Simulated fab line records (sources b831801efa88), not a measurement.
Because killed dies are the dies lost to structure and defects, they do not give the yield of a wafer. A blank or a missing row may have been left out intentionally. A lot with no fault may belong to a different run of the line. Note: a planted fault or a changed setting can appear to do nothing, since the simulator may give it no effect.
Struck lot and sound lot, side by side    flow gf180mcu    23 steps out of a route of 602
Sound: wafers L147.3, L147.4, L147.5. Struck: wafer L153.5. (L153.1 of the same lot was not struck and is left out.) The cause comes at the end.
Order at every step that has rows: each side's tool, ch and its chambers, its first start. Under that, the readings that differ: sound wafers    struck wafers    difference of the means    sigmas: that difference in standard deviations of wafers without a fault.
alike: same words and numbers on both sides, and readings whose means sit less than 2 such deviations apart. not compared: any withheld reading, any reading some wafer has no value for, any bound like >300 that may hide the same value, and any number with overlapping values for which the record gives no deviation.
Wherever a step has rows on one side only, a row that says differs or no value, or a row with sigmas, the two part there. Numbers that have no deviation but don't overlap get no sigmas and don't part them. Lack of a reading on every wafer of one side parts them only where that side has two or more wafers.

first, 4 steps without rows for these wafers: GF_TOP_METAL_SOFTBAKE_10 (time 60 s); GF_TOP_METAL_EXPOSE_11 (exposes mask MetalTop, target cd 440 nm); GF_TOP_METAL_PEB_12; GF_TOP_METAL_DEVELOP_13 (develop time 60 s).
GF_TOP_METAL_CD_MEAS_14: the cd target is 440 nm.
  sound on cdSem-02, day 28 02:54; struck on cdSem-02, day 30 05:27
  alike: cdNm
GF_TOP_METAL_OVL_MEAS_15:
  sound on overlay-02, day 28 02:59; struck on overlay-01, day 30 05:34
  alike: TOP_METAL_OVL
GF_TOP_METAL_METAL_ETCH_16: etches the open film in Cl2/BCl3, stops on SiO2, target depth 1197 nm, time 199.5 s.
  sound on rieMetal-02 ch 0,1, day 28 03:05; struck on rieMetal-02 ch 1, day 30 05:36
  alike: drypumpMotorCurrentA, oesProductAu, throttleValvePct
  not compared: rfHoursCounterH
GF_TOP_METAL_STRIP_17: strips in O2/N2.
  sound on plasmaAsher-01 ch 0,1, day 28 03:14; struck on plasmaAsher-01 ch 0, day 30 05:47
reading                   sound              struck  difference  sigmas
stripTimeToEndpointS (s)  13.13 12.88 13.06  12.80   -0.22       -2
  alike: drypumpMotorCurrentA, heaterPowerW, oesProductAu
  not compared: rfHoursCounterH
then, 2 steps without rows for these wafers: GF_TOP_METAL_STRIP_18 (strips in post etch residue remover, time 1200 s); GF_TOP_METAL_CLEAN_19 (cleans in DIW).
GF_PASSIVATION_CVD_00: deposits SiO2 from TEOS, target thk 1000 nm, time 111.95 s.
  sound on pecvd-02 ch 0,1,2, day 28 03:50; struck on pecvd-03 ch 0, day 30 06:22
reading           sound        struck  difference  sigmas
heaterPowerW (W)  831 787 513  382     -328        -3
GF_PASSIVATION_THK_MEAS_01:
  sound on filmMetro-01, day 28 03:56; struck on filmMetro-02, day 30 06:26
  alike: PASSIVATION_CVD_00_THK
GF_PASSIVATION_CVD_02: deposits Si3N4, target thk 700 nm, time 486.18 s.
  sound on pecvd-01 ch 1,2, day 28 03:59; struck on pecvd-01 ch 0, day 30 06:30
reading                                       sound              struck  difference  sigmas
model.Si3N4_of_PASSIVATION_CVD_02.thkNm (nm)  692.8 697.8 709.4  933.1   +233.1      
  alike: heaterPowerW
GF_PASSIVATION_THK_MEAS_03:
  sound on filmMetro-04, day 28 04:17; struck on filmMetro-04, day 30 06:47
reading                      sound        struck  difference  sigmas
PASSIVATION_CVD_02_THK (nm)  693 698 710  933     +233        +26
then, 7 steps without rows for these wafers: GF_PASSIVATION_DEHYDRATE_04 (time 60 s); GF_PASSIVATION_HMDS_05 (prime time 60 s); GF_PASSIVATION_COAT_06 (resist thk 4000 nm); GF_PASSIVATION_SOFTBAKE_07; GF_PASSIVATION_EXPOSE_08 (exposes mask Pad, target cd 40000 nm); GF_PASSIVATION_PEB_09; GF_PASSIVATION_DEVELOP_10 (develop time 60 s).
GF_PASSIVATION_ETCH_11: etches the open film in CF4/O2, stops on TiN, target depth 2040 nm, time 453.3 s.
  sound on rieDiel-03 ch 0,3, day 28 23:15; struck on rieDiel-03 ch 2, day 31 00:48
reading              sound              struck  difference  sigmas
oesProductAu (a.u.)  1.002 0.994 0.989  0.970   -0.025      -5
  alike: drypumpMotorCurrentA, throttleValvePct
  not compared: rfHoursCounterH
GF_PASSIVATION_STRIP_12: strips in O2/N2.
  sound on plasmaAsher-04 ch 0,1, day 28 23:33; struck on plasmaAsher-04 ch 0, day 31 01:04
  alike: drypumpMotorCurrentA, heaterPowerW, oesProductAu, stripTimeToEndpointS
  not compared: rfHoursCounterH

WHERE THEY PART
Last at GF_PASSIVATION_ETCH_11 as far as this record goes, first at GF_TOP_METAL_STRIP_17. Later steps at which nothing parts them and some readings are alike: GF_PASSIVATION_STRIP_12.

WHY: the cause the simulator had injected
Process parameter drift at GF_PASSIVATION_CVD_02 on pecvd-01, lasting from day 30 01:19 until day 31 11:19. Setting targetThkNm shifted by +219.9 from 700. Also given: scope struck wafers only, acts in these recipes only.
